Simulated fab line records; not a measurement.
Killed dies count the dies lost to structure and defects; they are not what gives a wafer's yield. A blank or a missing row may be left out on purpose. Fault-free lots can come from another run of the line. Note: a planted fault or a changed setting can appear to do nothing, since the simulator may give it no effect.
Chamber matching + flow gf180mcu + GF_V5_CMP_04 on cmp-02 has 4 sister chambers
The step polishes SiO2. 4 wafers are shown with their chamber, then 11 later ones without.

WAFERS WITH THEIR CHAMBER
| wafer  | chamber | motor_current_A (A) |
|--------|---------|---------------------|
| L628.4 | 3       | 12.6                |
| L634.5 | 1       | 10.7                |
| L634.6 | 0       | 10.9                |
| L638.1 | 2       | 11.6                |

WAFERS WHOSE CHAMBER IS MISSING
| wafer  | motor_current_A (A) |
|--------|---------------------|
| L638.2 | 10.7                |
| L638.5 | 11.8                |
| L639.1 | 11.0                |
| L639.3 | 12.1                |
| L639.6 | 12.0                |
| L640.3 | 11.7                |
| L640.5 | 12.0                |
| L640.6 | 10.5                |
| L642.1 | 11.8                |
| L642.3 | 10.6                |
| L642.6 | 10.7                |

EACH ONE'S CHAMBER
| wafer  | from the rows above          | in truth                   |
|--------|------------------------------|----------------------------|
| L638.2 | can't be placed: 1 or 0      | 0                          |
| L638.5 | 2                            | 2                          |
| L639.1 | can't be placed: 0 or 1 or 2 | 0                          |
| L639.3 | can't be placed: 2 or 3      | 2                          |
| L639.6 | can't be placed: 2 or 3      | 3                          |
| L640.3 | 2                            | 2                          |
| L640.5 | can't be placed: 2 or 3      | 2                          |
| L640.6 | can't be placed: 1 or 0      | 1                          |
| L642.1 | 2                            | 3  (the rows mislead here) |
| L642.3 | can't be placed: 1 or 0      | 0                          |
| L642.6 | can't be placed: 1 or 0      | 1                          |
2 of 11 placed correctly. Unplaceable from these rows: 8, with the true chamber sitting among the candidates in 8. 1 placed wrongly.
How it was worked out, from the rows above alone: a wafer's distance from a chamber is the root of the sum, over the readings, of the square of ((its reading less the chamber's mean) divided by the reading's scatter). If the next closest chamber is less than 2 further off than the closest, the wafer can't be placed; otherwise it belongs to the closest. A chamber's mean is the mean of its shown wafers. The scatter: root of mean squared gap, hidden wafer to nearest shown wafer, with one shown wafer a chamber.
